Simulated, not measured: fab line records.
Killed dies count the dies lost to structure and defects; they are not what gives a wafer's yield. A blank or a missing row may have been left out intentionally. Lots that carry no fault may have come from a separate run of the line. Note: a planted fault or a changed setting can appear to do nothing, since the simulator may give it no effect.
fab line records	flow sky130
record: lots: 11	wafers: 33	lastDay: 50
route steps=708 shown SPACER@306 POLY_CUT@315 SD_N@350 SD_P@359 PAD_OPEN@708
lots that met no fault: from a run of the same line without faults
startH: hours from the record's first day to the start of the lot's first wafer shown	waitH: hours from the lot's prior step to this one	" repeats the value in the row above	L1.1+2: several wafers, shown together as one row	- no value present, or no start provided	* or withheld: withheld	< > ~ a bound
route shown NAME@n: a module of which the file shows steps, and the number in the route of the first	usual: mean/standard deviation taken from wafers without a fault	same: alike in all rows	chamber/n: place in a boat	sites: per-site readings	_std_site: how widely they spread, as a standard deviation	_edge_site: outer sites' mean less inner sites'	radiusMm: how far each site lies from the wafer's centre	mask NAME#n: copy n	behind: tool/chamber where the wafer was last shaped	hold: cause of the lot's hold/its duration in hours/its outcome	device: which transistor (n, p or np) failed to switch	end of line: at the end of the route, the tests of the same wafers	a step without rows: its recipe alone	killed: not the wafer's yield, but the dies lost to structure and defects at the first sort	map: dies across one wafer; x = killed, . = not, _ = none there
set.NAME: the run value of the setting; set.NAME@STEP: its run value at that earlier step	model.NAME: the simulator's own value behind a step, which no gauge read
a sample of lots followed through the steps of the route, with each step as a table and each wafer as a row
services: from which hour (startH, from the record's first day; less than 0 if before it) a tool's chamber was out of use, for how many hours, and why
== steps ==
step: SKY_SPACER_ETCHBACK_02
recipe: chemistry: CH3F/O2	target: Si3N4	stopOn: SiO2	sourceW: 400	biasW: 80	pressureMtorr: 25	ch3fFlowSccm: 40	O2_flow_sccm: 30	timeS: 46.7	targetDepthA: 450
usual: drypumpMotorCurrentA: 5.9/0.43	oesProductAu: 0.857/0.0053	throttleValvePct: 10.562/0.0087
lot.wafer	tool	chamber	startH	waitH	drypumpMotorCurrentA	oesProductAu	rfHoursCounterH	throttleValvePct
L222.2	rieDiel-02	2	520.36	0.0	5.3	0.862	77	10.561
L222.5	"	2	"	"	5.3	0.859	-	10.564
L222.6	"	1	"	"	6.4	0.856	-	10.575
L227.1	rieDiel-01	0	585.11	0.1	5.5	0.858	2	10.549
L227.2	"	2	"	"	6.3	0.861	75	10.563
L227.3	"	3	"	"	5.6	0.859	0	10.556
L228.1	rieDiel-03	3	595.35	0.1	6.0	0.850	76	10.568
L228.2	"	1	"	"	5.5	0.864	27	10.576
L228.5	"	3	"	"	6.0	0.854	-	10.554
L229.1	rieDiel-03	2	599.49	0.1	6.2	0.847	41	10.555
L229.2	"	1	"	"	5.5	0.853	27	10.571
L229.4	"	1	"	"	5.5	0.862	-	10.565
L231.1	rieDiel-03	3	619.02	0.1	6.0	0.859	0	10.570
L231.2	"	1	"	"	5.5	0.864	28	10.556
L231.3	"	2	"	"	6.2	0.856	41	10.576
L232.2	rieDiel-01	0	625.58	0.0	5.5	0.858	3	10.567
L232.5	"	3	"	"	5.6	0.862	-	10.560
L232.6	"	2	"	"	6.3	0.865	-	10.555
L234.1	rieDiel-02	0	638.16	0.1	5.0	0.864	4	10.559
L234.3	"	1	"	"	6.4	0.857	11	10.569
L234.6	"	1	"	"	6.4	0.855	-	10.558
L236.2	rieDiel-03	2	653.79	0.0	6.2	0.854	42	10.563
L236.5	"	2	"	"	6.2	0.861	-	10.560
L236.6	"	3	"	"	6.0	0.865	-	10.568
L239.2	rieDiel-01	1	722.62	0.0	6.1	0.854	6	10.567
L239.4	"	3	"	"	5.6	0.859	4	10.565
L239.5	"	2	"	"	6.3	0.848	-	10.583
L240.4	rieDiel-03	1	722.62	0.0	5.5	0.863	29	10.563
L240.5	"	2	"	"	6.2	0.859	-	10.560
L240.6	"	1	"	"	5.5	0.860	-	10.556
L242.1	rieDiel-02	0	722.68	0.1	5.0	0.854	5	10.548
L242.3	"	2	"	"	5.3	0.858	2	10.564
L242.5	"	3	"	"	6.3	0.861	-	10.556
step: SKY_POLY_CUT_CD_MEAS_08
recipe: targetCdNm: 270
usual: cdNm: 269.5/1.6
lot.wafer	tool	chamber	startH	waitH	cdNm
L222.2	cdSem-02	-	550.61	-	270.1
L222.5	"	-	"	"	267.9
L222.6	"	-	"	"	269.0
L227.1	cdSem-02	-	613.88	-	273.0
L227.2	"	-	"	"	272.4
L227.3	"	-	"	"	273.4
L228.1	cdSem-02	-	625.04	-	267.8
L228.2	"	-	"	"	267.9
L228.5	"	-	"	"	269.5
L229.1	cdSem-02	-	628.14	-	270.9
L229.2	"	-	"	"	270.9
L229.4	"	-	"	"	270.9
L231.1	cdSem-02	-	647.34	-	267.2
L231.2	"	-	"	"	265.8
L231.3	"	-	"	"	267.5
L232.2	cdSem-02	-	653.26	-	271.1
L232.5	"	-	"	"	270.0
L232.6	"	-	"	"	269.1
L234.1	cdSem-02	-	666.94	-	269.1
L234.3	"	-	"	"	267.4
L234.6	"	-	"	"	269.0
L236.2	cdSem-02	-	682.51	-	269.2
L236.5	"	-	"	"	268.6
L236.6	"	-	"	"	268.6
L240.4	cdSem-02	-	748.55	-	270.2
L240.5	"	-	"	"	267.7
L240.6	"	-	"	"	269.4
L239.2	cdSem-01	-	748.96	-	270.5
L239.4	"	-	"	"	271.3
L239.5	"	-	"	"	271.8
L242.1	cdSem-02	-	749.29	-	270.2
L242.3	"	-	"	"	270.6
L242.5	"	-	"	"	270.3
step: SKY_SD_N_OVL_MEAS_08
usual: SD_N_OVL: -0.6/1.2
lot.wafer	tool	chamber	startH	waitH	SD_N_OVL[nm]
L222.2	overlay-01	-	638.71	0.1	-1.8
L222.5	"	-	"	"	-2.1
L222.6	"	-	"	"	-2.2
L227.1	overlay-01	-	699.61	0.1	-0.5
L227.2	"	-	"	"	1.1
L227.3	"	-	"	"	-0.2
L228.1	overlay-02	-	709.50	0.1	-1.3
L228.2	"	-	"	"	0.9
L228.5	"	-	"	"	0.0
L229.1	overlay-01	-	712.41	0.1	0.1
L229.2	"	-	"	"	-1.1
L229.4	"	-	"	"	-0.6
L231.1	overlay-02	-	727.21	0.1	-0.9
L231.2	"	-	"	"	-2.0
L231.3	"	-	"	"	-0.5
L232.2	overlay-02	-	733.57	0.1	-1.1
L232.5	"	-	"	"	-1.8
L232.6	"	-	"	"	-3.1
L234.1	overlay-01	-	747.77	0.1	0.5
L234.3	"	-	"	"	0.0
L234.6	"	-	"	"	0.1
L236.2	overlay-01	-	760.56	0.1	-0.6
L236.5	"	-	"	"	-0.4
L236.6	"	-	"	"	-0.8
L240.4	overlay-02	-	824.72	0.1	-2.1
L240.5	"	-	"	"	-3.0
L240.6	"	-	"	"	-1.2
L239.2	overlay-01	-	827.56	0.1	-1.2
L239.4	"	-	"	"	-0.7
L239.5	"	-	"	"	-1.5
L242.1	overlay-02	-	827.86	0.1	-0.4
L242.3	"	-	"	"	-0.6
L242.5	"	-	"	"	-0.7
step: SKY_SD_N_RTA_14
recipe: tempC: 1075	timeS: 2	idleTempC: 650	rampUpCPerS: 150	rampDownCPerS: 90	ambient: N2
usual: lampPowerPct: 15.73/0.052	wafer_temp_C_max: 1078.0/1.4
lot.wafer	tool	chamber	startH	waitH	lampPowerPct	wafer_temp_C_max
L222.2	rtpAnneal-02	0	639.26	0.0	15.75	1077.8
L222.5	"	0	"	"	15.60	1079.1
L222.6	"	0	"	"	15.66	1077.3
L227.1	rtpAnneal-01	0	700.15	0.0	15.69	1078.9
L227.2	"	0	"	"	15.73	1080.2
L227.3	"	0	"	"	15.66	1077.1
L228.1	rtpAnneal-02	0	710.05	0.0	15.80	1080.5
L228.2	"	0	"	"	15.78	1079.5
L228.5	"	0	"	"	15.73	1076.6
L229.1	rtpAnneal-01	0	712.95	0.0	15.78	1077.2
L229.2	"	0	"	"	15.73	1075.8
L229.4	"	0	"	"	15.73	1079.1
L231.1	rtpAnneal-01	0	727.76	0.0	15.75	1076.6
L231.2	"	0	"	"	15.76	1076.9
L231.3	"	0	"	"	15.72	1079.0
L232.2	rtpAnneal-02	0	734.13	0.0	15.74	1076.5
L232.5	"	0	"	"	15.70	1076.2
L232.6	"	0	"	"	15.77	1078.9
L234.1	rtpAnneal-02	0	748.31	0.0	15.74	1075.8
L234.3	"	0	"	"	15.74	1079.4
L234.6	"	0	"	"	15.70	1075.2
L236.2	rtpAnneal-02	0	761.11	0.0	15.74	1077.2
L236.5	"	0	"	"	15.72	1078.5
L236.6	"	0	"	"	15.75	1075.3
L240.4	rtpAnneal-01	0	825.28	0.0	15.67	1076.5
L240.5	"	0	"	"	15.75	1077.4
L240.6	"	0	"	"	15.75	1078.1
L239.2	rtpAnneal-01	0	828.11	0.0	15.68	1079.4
L239.4	"	0	"	"	15.76	1079.3
L239.5	"	0	"	"	15.69	1077.5
L242.1	rtpAnneal-01	0	828.40	0.0	15.70	1077.2
L242.3	"	0	"	"	15.70	1079.5
L242.5	"	0	"	"	15.69	1079.8
step: SKY_SD_N_RS_MEAS_16
recipe: thkMeasGauge: four-point-probe
usual: SD_N_RS: 68.58/0.13
lot.wafer	tool	chamber	startH	waitH	SD_N_RS[ohm/sq]
L222.2	filmMetro-03	-	639.44	0.1	68.73
L222.5	"	-	"	"	68.71
L222.6	"	-	"	"	68.67
L227.1	filmMetro-03	-	700.33	0.1	68.71
L227.2	"	-	"	"	68.38
L227.3	"	-	"	"	68.77
L228.1	filmMetro-03	-	710.23	0.1	68.64
L228.2	"	-	"	"	68.70
L228.5	"	-	"	"	68.73
L229.1	filmMetro-01	-	713.13	0.1	68.56
L229.2	"	-	"	"	68.40
L229.4	"	-	"	"	68.52
L231.1	filmMetro-02	-	727.94	0.1	68.40
L231.2	"	-	"	"	68.43
L231.3	"	-	"	"	68.51
L232.2	filmMetro-03	-	734.31	0.1	68.84
L232.5	"	-	"	"	68.77
L232.6	"	-	"	"	68.67
L234.1	filmMetro-02	-	748.49	0.1	71.25
L234.3	"	-	"	"	70.96
L234.6	"	-	"	"	71.23
L236.2	filmMetro-01	-	761.30	0.1	71.46
L236.5	"	-	"	"	71.23
L236.6	"	-	"	"	71.29
L240.4	filmMetro-03	-	825.48	0.1	68.60
L240.5	"	-	"	"	68.65
L240.6	"	-	"	"	68.75
L239.2	filmMetro-03	-	828.30	0.1	68.85
L239.4	"	-	"	"	68.68
L239.5	"	-	"	"	68.73
L242.1	filmMetro-02	-	828.58	0.1	68.57
L242.3	"	-	"	"	68.55
L242.5	"	-	"	"	68.36
step: SKY_SD_N_RS_MEAS_17
recipe: thkMeasGauge: four-point-probe
usual: SD_P_RS: 147.7/0.43
lot.wafer	tool	chamber	startH	waitH	SD_P_RS[ohm/sq]
L222.2	filmMetro-03	-	639.56	0.1	147.8
L222.5	"	-	"	"	147.9
L222.6	"	-	"	"	148.0
L227.1	filmMetro-03	-	700.45	0.1	148.2
L227.2	"	-	"	"	147.4
L227.3	"	-	"	"	148.0
L228.1	filmMetro-03	-	710.35	0.1	147.7
L228.2	"	-	"	"	148.0
L228.5	"	-	"	"	148.1
L229.1	filmMetro-01	-	713.25	0.1	147.5
L229.2	"	-	"	"	147.4
L229.4	"	-	"	"	147.7
L231.1	filmMetro-02	-	728.06	0.1	147.5
L231.2	"	-	"	"	147.1
L231.3	"	-	"	"	147.2
L232.2	filmMetro-03	-	734.43	0.1	148.6
L232.5	"	-	"	"	148.4
L232.6	"	-	"	"	148.4
L234.1	filmMetro-02	-	748.61	0.1	162.5
L234.3	"	-	"	"	162.8
L234.6	"	-	"	"	162.6
L236.2	filmMetro-01	-	761.42	0.1	163.9
L236.5	"	-	"	"	163.6
L236.6	"	-	"	"	163.6
L240.4	filmMetro-03	-	825.60	0.1	147.6
L240.5	"	-	"	"	147.7
L240.6	"	-	"	"	147.2
L239.2	filmMetro-03	-	828.42	0.1	148.4
L239.4	"	-	"	"	148.2
L239.5	"	-	"	"	148.2
L242.1	filmMetro-02	-	828.70	0.1	147.7
L242.3	"	-	"	"	147.5
L242.5	"	-	"	"	147.2
step: SKY_PAD_OPEN_PROBE_99
usual: killed_at_M0_to_M3: 43/7.3	killed_at_M4_up: 3.1/1.7	killedAtContacts: 24/4.7	killedAtFrontEnd: 15/4.6	killedAtOther: 0.3/0.55	killedDies: 86/9.7	killedOnRim: 17/4	killedOpen: 47/6.7	killedShort: 39/6.5
same: grossDies: 492	killedAtBackSide: 0
lot.wafer	tool	chamber	startH	waitH	killed_at_M0_to_M3	killed_at_M4_up	killedAtContacts	killedAtFrontEnd	killedAtOther	killedDies	killedOnRim	killedOpen	killedShort
L222.2	prober-01	-	1064.11	0.1	36	7	26	21	0	90	20	40	50
L222.5	prober-01	-	1064.26	0.2	42	3	23	18	1	87	13	47	40
L222.6	prober-01	-	1064.31	0.2	53	4	11	20	1	89	15	49	40
L227.1	prober-01	-	1109.95	0.1	47	2	25	16	2	92	23	51	41
L227.2	prober-01	-	1110.00	0.1	44	8	19	20	1	92	21	53	39
L227.3	prober-01	-	1110.05	0.2	46	1	28	24	1	100	12	62	38
L228.1	prober-02	-	1112.02	0.1	42	3	23	13	1	82	12	52	30
L228.2	prober-02	-	1112.07	0.1	45	5	21	39	0	110	24	58	52
L228.5	prober-02	-	1112.22	0.2	54	3	29	10	0	96	20	51	45
L229.1	prober-01	-	1118.11	0.1	47	4	24	15	0	90	16	44	46
L229.2	prober-01	-	1118.16	0.1	47	3	25	14	0	89	14	46	43
L229.4	prober-01	-	1118.26	0.2	32	4	25	15	0	76	11	37	39
L231.1	prober-01	-	1129.83	0.1	52	4	24	15	1	96	20	53	43
L231.2	prober-01	-	1129.88	0.1	38	3	20	15	0	76	16	43	33
L231.3	prober-01	-	1129.93	0.2	47	2	27	19	0	95	16	54	41
L232.2	prober-02	-	1137.25	0.1	47	2	19	15	0	83	19	39	44
L232.5	prober-02	-	1137.40	0.2	46	2	27	17	1	93	21	48	45
L232.6	prober-02	-	1137.45	0.2	48	0	31	17	0	96	19	54	42
L234.1	prober-01	-	1145.60	0.1	39	2	31	14	0	86	14	54	32
L234.3	prober-01	-	1145.70	0.2	38	1	28	10	0	77	21	32	45
L234.6	prober-01	-	1145.85	0.2	49	1	16	14	0	80	21	43	37
L236.2	prober-02	-	1154.29	0.1	52	2	18	17	0	89	20	49	40
L236.5	prober-02	-	1154.44	0.2	42	6	19	21	0	88	12	42	46
L236.6	prober-02	-	1154.49	0.2	45	5	27	15	0	92	22	48	44
L240.4	prober-02	-	1195.41	0.2	53	7	20	15	0	95	19	43	52
L240.5	prober-02	-	1195.46	0.2	43	2	18	16	1	80	16	41	39
L240.6	prober-02	-	1195.51	0.2	42	1	24	13	1	81	19	45	36
L242.1	prober-01	-	1197.31	0.1	43	5	21	19	0	88	15	50	38
L242.3	prober-01	-	1197.41	0.2	55	4	22	17	1	99	25	61	38
L242.5	prober-01	-	1197.51	0.2	38	5	22	9	1	75	16	40	35
L239.2	prober-02	-	1198.39	0.1	55	3	25	11	1	95	18	49	46
L239.4	prober-02	-	1198.49	0.2	39	4	21	16	0	80	15	54	26
L239.5	prober-02	-	1198.54	0.2	39	7	30	16	0	92	14	61	31
killed by level:class
L222.2 FIELD_ISO:geometricParticle:short=8 CONTACT:geometricParticle:open=8 LI_CONTACT:geometricParticle:open=7 VIA1:geometricParticle:open=6 VIA3:geometricParticle:short=6 VIA2:geometricParticle:short=6 CONTACT:geometricParticle:short=5 FIELD_ISO:geometricParticle:open=4
L222.5 VIA2:geometricParticle:open=11 VIA1:geometricParticle:open=10 LOCAL_INTERCONNECT:geometricParticle:short=6 CONTACT:geometricParticle:short=6 CONTACT:geometricParticle:open=6 METAL2:geometricParticle:short=5 VIA3:geometricParticle:open=5 FIELD_ISO:geometricParticle:short=4
L222.6 VIA1:geometricParticle:open=11 CONTACT:geometricParticle:open=10 METAL1:geometricParticle:short=9 VIA3:geometricParticle:open=8 VIA2:geometricParticle:open=6 FIELD_ISO:geometricParticle:open=5 VIA3:geometricParticle:short=5 METAL2:geometricParticle:short=5
L227.1 CONTACT:geometricParticle:open=10 VIA1:geometricParticle:short=10 VIA1:geometricParticle:open=9 VIA2:geometricParticle:open=7 LI_CONTACT:geometricParticle:open=6 VIA3:geometricParticle:open=6 CONTACT:geometricParticle:short=5 POLY_GATE:geometricParticle:open=4
L227.2 VIA1:geometricParticle:open=14 CONTACT:geometricParticle:open=7 VIA3:geometricParticle:open=7 METAL4:geometricParticle:short=7 FIELD_ISO:geometricParticle:short=5 POLY_GATE:geometricParticle:open=5 LI_CONTACT:geometricParticle:open=5 VIA2:geometricParticle:open=5
L227.3 CONTACT:geometricParticle:open=13 VIA1:geometricParticle:open=8 VIA2:geometricParticle:open=8 LI_CONTACT:geometricParticle:open=7 METAL1:geometricParticle:short=6 FIELD_ISO:geometricParticle:short=5 VIA3:geometricParticle:open=5 POLY_GATE:geometricParticle:open=4
L228.1 VIA1:geometricParticle:open=12 LI_CONTACT:geometricParticle:open=8 CONTACT:geometricParticle:open=8 METAL1:geometricParticle:short=5 VIA2:geometricParticle:open=5 FIELD_ISO:geometricParticle:open=4 VIA3:geometricParticle:short=4 METAL2:geometricParticle:short=4
L228.2 CONTACT:geometricParticle:open=11 VIA1:geometricParticle:open=11 FIELD_ISO:geometricParticle:short=10 VIA3:geometricParticle:open=10 POLY_GATE:geometricParticle:short=8 SPACER:geometricParticle:short=7 POLY_GATE:geometricParticle:open=6 FIELD_ISO:geometricParticle:open=5
L228.5 VIA1:geometricParticle:open=13 CONTACT:geometricParticle:short=12 VIA3:geometricParticle:open=10 CONTACT:geometricParticle:open=7 VIA2:geometricParticle:open=6 METAL2:geometricParticle:short=6 VIA1:geometricParticle:short=5 LI_CONTACT:geometricParticle:open=4
L229.1 CONTACT:geometricParticle:open=9 VIA1:geometricParticle:open=9 METAL1:geometricParticle:short=7 POLY_GATE:geometricParticle:open=5 VIA1:geometricParticle:short=5 VIA3:geometricParticle:short=5 VIA2:geometricParticle:short=5 LI_CONTACT:geometricParticle:short=4
L229.2 VIA1:geometricParticle:open=12 METAL1:geometricParticle:short=8 VIA2:geometricParticle:open=7 LI_CONTACT:geometricParticle:open=6 CONTACT:geometricParticle:short=6 LOCAL_INTERCONNECT:geometricParticle:short=5 CONTACT:geometricParticle:open=5 POLY_GATE:geometricParticle:open=4
L229.4 VIA1:geometricParticle:open=8 LI_CONTACT:geometricParticle:open=7 LOCAL_INTERCONNECT:geometricParticle:short=7 CONTACT:geometricParticle:open=6 METAL1:geometricParticle:short=6 FIELD_ISO:geometricParticle:short=4 METAL2:geometricParticle:short=4 VIA1:geometricParticle:short=4
L231.1 VIA1:geometricParticle:open=13 CONTACT:geometricParticle:open=10 VIA3:geometricParticle:open=8 METAL2:geometricParticle:short=7 FIELD_ISO:geometricParticle:open=6 METAL1:geometricParticle:short=5 VIA3:geometricParticle:short=5 FIELD_ISO:geometricParticle:short=4
L231.2 VIA1:geometricParticle:open=10 FIELD_ISO:geometricParticle:short=6 CONTACT:geometricParticle:open=6 VIA2:geometricParticle:open=6 VIA3:geometricParticle:open=6 LOCAL_INTERCONNECT:geometricParticle:short=5 LI_CONTACT:geometricParticle:open=4 METAL1:geometricParticle:short=4
L231.3 VIA1:geometricParticle:open=12 CONTACT:geometricParticle:open=9 VIA2:geometricParticle:short=7 FIELD_ISO:geometricParticle:open=6 VIA2:geometricParticle:open=6 CONTACT:geometricParticle:short=6 FIELD_ISO:geometricParticle:short=5 LI_CONTACT:geometricParticle:open=5
L232.2 METAL1:geometricParticle:short=12 VIA2:geometricParticle:open=8 VIA1:geometricParticle:short=7 VIA3:geometricParticle:open=7 FIELD_ISO:geometricParticle:short=5 LI_CONTACT:geometricParticle:open=5 CONTACT:geometricParticle:open=4 VIA3:geometricParticle:short=4
L232.5 LI_CONTACT:geometricParticle:open=10 METAL2:geometricParticle:short=9 CONTACT:geometricParticle:open=7 VIA1:geometricParticle:open=7 VIA3:geometricParticle:open=6 FIELD_ISO:geometricParticle:open=5 METAL1:geometricParticle:short=5 VIA1:geometricParticle:short=5
L232.6 CONTACT:geometricParticle:open=16 VIA1:geometricParticle:open=14 VIA1:geometricParticle:short=8 METAL2:geometricParticle:short=6 POLY_GATE:geometricParticle:short=5 LI_CONTACT:geometricParticle:open=5 CONTACT:geometricParticle:short=5 VIA2:geometricParticle:open=4
L234.1 CONTACT:geometricParticle:open=10 VIA1:geometricParticle:open=10 LI_CONTACT:geometricParticle:open=8 VIA2:geometricParticle:open=7 METAL1:geometricParticle:short=6 CONTACT:geometricParticle:short=5 POLY_GATE:geometricParticle:open=4 LI_CONTACT:geometricParticle:short=4
L234.3 LOCAL_INTERCONNECT:geometricParticle:short=7 LI_CONTACT:geometricParticle:open=7 METAL2:geometricParticle:short=7 VIA1:geometricParticle:short=7 CONTACT:geometricParticle:open=6 VIA3:geometricParticle:open=5 VIA1:geometricParticle:open=5 LI_CONTACT:geometricParticle:short=4
L234.6 VIA1:geometricParticle:open=12 METAL1:geometricParticle:short=7 METAL2:geometricParticle:short=7 CONTACT:geometricParticle:short=6 VIA2:geometricParticle:open=6 POLY_GATE:geometricParticle:open=5 CONTACT:geometricParticle:open=5 VIA3:geometricParticle:open=5
L236.2 VIA1:geometricParticle:open=15 VIA3:geometricParticle:open=8 METAL1:geometricParticle:short=7 CONTACT:geometricParticle:open=6 LI_CONTACT:geometricParticle:open=5 VIA1:geometricParticle:short=5 VIA2:geometricParticle:short=5 FIELD_ISO:geometricParticle:open=4
L236.5 VIA2:geometricParticle:open=8 CONTACT:geometricParticle:open=7 FIELD_ISO:geometricParticle:short=6 VIA1:geometricParticle:open=6 METAL2:geometricParticle:short=6 METAL1:geometricParticle:short=5 METAL4:geometricParticle:short=5 FIELD_ISO:geometricParticle:open=4
L236.6 VIA1:geometricParticle:open=13 CONTACT:geometricParticle:open=11 METAL1:geometricParticle:short=7 POLY_GATE:geometricParticle:short=6 CONTACT:geometricParticle:short=6 VIA3:geometricParticle:open=6 METAL2:geometricParticle:short=5 VIA2:geometricParticle:open=5
L240.4 VIA1:geometricParticle:open=12 METAL2:geometricParticle:short=7 METAL1:geometricParticle:short=7 FIELD_ISO:geometricParticle:short=6 CONTACT:geometricParticle:open=6 LI_CONTACT:geometricParticle:open=5 METAL4:geometricParticle:short=5 VIA2:geometricParticle:open=5
L240.5 METAL1:geometricParticle:short=9 CONTACT:geometricParticle:open=7 FIELD_ISO:geometricParticle:open=6 VIA2:geometricParticle:open=6 VIA3:geometricParticle:open=6 CONTACT:geometricParticle:short=5 VIA1:geometricParticle:short=5 VIA3:geometricParticle:short=5
L240.6 VIA1:geometricParticle:open=8 VIA2:geometricParticle:open=8 METAL2:geometricParticle:short=7 CONTACT:geometricParticle:open=7 LI_CONTACT:geometricParticle:open=6 FIELD_ISO:geometricParticle:open=5 LOCAL_INTERCONNECT:geometricParticle:short=5 CONTACT:geometricParticle:short=5
L242.1 CONTACT:geometricParticle:open=9 VIA1:geometricParticle:open=9 VIA2:geometricParticle:open=8 FIELD_ISO:geometricParticle:open=7 VIA3:geometricParticle:open=6 LOCAL_INTERCONNECT:geometricParticle:short=5 METAL3:geometricParticle:short=5 LI_CONTACT:geometricParticle:open=4
L242.3 VIA1:geometricParticle:open=15 VIA2:geometricParticle:open=8 CONTACT:geometricParticle:open=7 VIA3:geometricParticle:open=7 FIELD_ISO:geometricParticle:short=6 LI_CONTACT:geometricParticle:open=6 FIELD_ISO:geometricParticle:open=5 VIA1:geometricParticle:short=5
L242.5 VIA1:geometricParticle:open=10 VIA3:geometricParticle:open=7 VIA3:geometricParticle:short=6 LI_CONTACT:geometricParticle:open=6 CONTACT:geometricParticle:open=6 METAL4:geometricParticle:short=5 LI_CONTACT:geometricParticle:short=4 LOCAL_INTERCONNECT:geometricParticle:short=4
L239.2 VIA1:geometricParticle:open=9 METAL1:geometricParticle:short=8 VIA3:geometricParticle:open=8 CONTACT:geometricParticle:open=7 LI_CONTACT:geometricParticle:open=7 VIA2:geometricParticle:open=6 VIA2:geometricParticle:short=5 CONTACT:geometricParticle:short=5
L239.4 LI_CONTACT:geometricParticle:open=10 VIA1:geometricParticle:open=8 VIA3:geometricParticle:open=7 CONTACT:geometricParticle:open=7 VIA2:geometricParticle:open=7 FIELD_ISO:geometricParticle:short=6 METAL1:geometricParticle:short=6 FIELD_ISO:geometricParticle:open=5
L239.5 VIA1:geometricParticle:open=14 CONTACT:geometricParticle:open=9 LI_CONTACT:geometricParticle:open=8 VIA2:geometricParticle:open=8 FIELD_ISO:geometricParticle:open=6 CONTACT:geometricParticle:short=6 VIA3:geometricParticle:open=6 METAL4:geometricParticle:short=5
== services ==
tool	chamber	startH	hours	kind
rieDiel-01	-	517.48	10.0	pm
rieDiel-01	1	529.06	1.4	repair
rieDiel-03	1	539.14	6.3	repair
rieDiel-03	0	584.00	11.4	repair
rieDiel-03	3	595.39	-	clean
rieDiel-03	3	595.39	18.1	scheduledDown
rieDiel-01	1	620.02	5.3	repair
rieDiel-03	1	620.23	7.4	repair
rieDiel-03	1	641.56	15.6	repair
rieDiel-01	-	643.02	0.3	repair
rieDiel-01	1	656.01	6.7	repair
rieDiel-03	-	669.61	10.0	pm
rieDiel-02	0	690.60	2.5	repair
rieDiel-03	-	709.27	3.1	repair
rieDiel-02	-	713.01	0.7	repair
rieDiel-03	3	729.17	5.3	repair
rieDiel-01	-	742.65	2.8	pm
rieDiel-01	3	750.11	1.7	repair
rieDiel-01	2	750.57	6.7	repair
rieDiel-01	0	751.10	2.6	repair
rieDiel-02	2	769.55	34.5	repair
rieDiel-03	1	794.57	8.0	repair
rieDiel-03	2	800.25	2.5	repair
rtpAnneal-02	-	815.82	43.7	pm
== key ==
firstSign: step: SKY_SD_N_RS_MEAS_16	reading: SD_N_RS	direction: up	sigmas: 20	usual: 68.58	struck: 71.24
effect: step: SKY_SD_N_RS_MEAS_17	reading: SD_P_RS	direction: up	sigmas: 36	usual: 147.7	struck: 163.2
metAt SKY_SD_N_RTA_14
struckLots L234,L236
testerLeftOut L234,L236
notActingAt SKY_SPACER_ETCHBACK_02,SKY_POLY_CUT_CD_MEAS_08,SKY_SD_N_OVL_MEAS_08
onsetBetween 734.13 748.31
fault: kind: processParameterDrift	tool: rtpAnneal-02	chamber: -	onsetH: 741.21	steps: SKY_SD_N_RTA_14	channel: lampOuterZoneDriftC	offset: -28	shape: step	endH: 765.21
testerLeftOut: of these lots the tester's yield and bins aren't shown, on N5 and GAA mostly nor the transistor test; their killed dies are dies lost to structure and defects alone, not to doping, threshold or leakage, so they don't give the yield
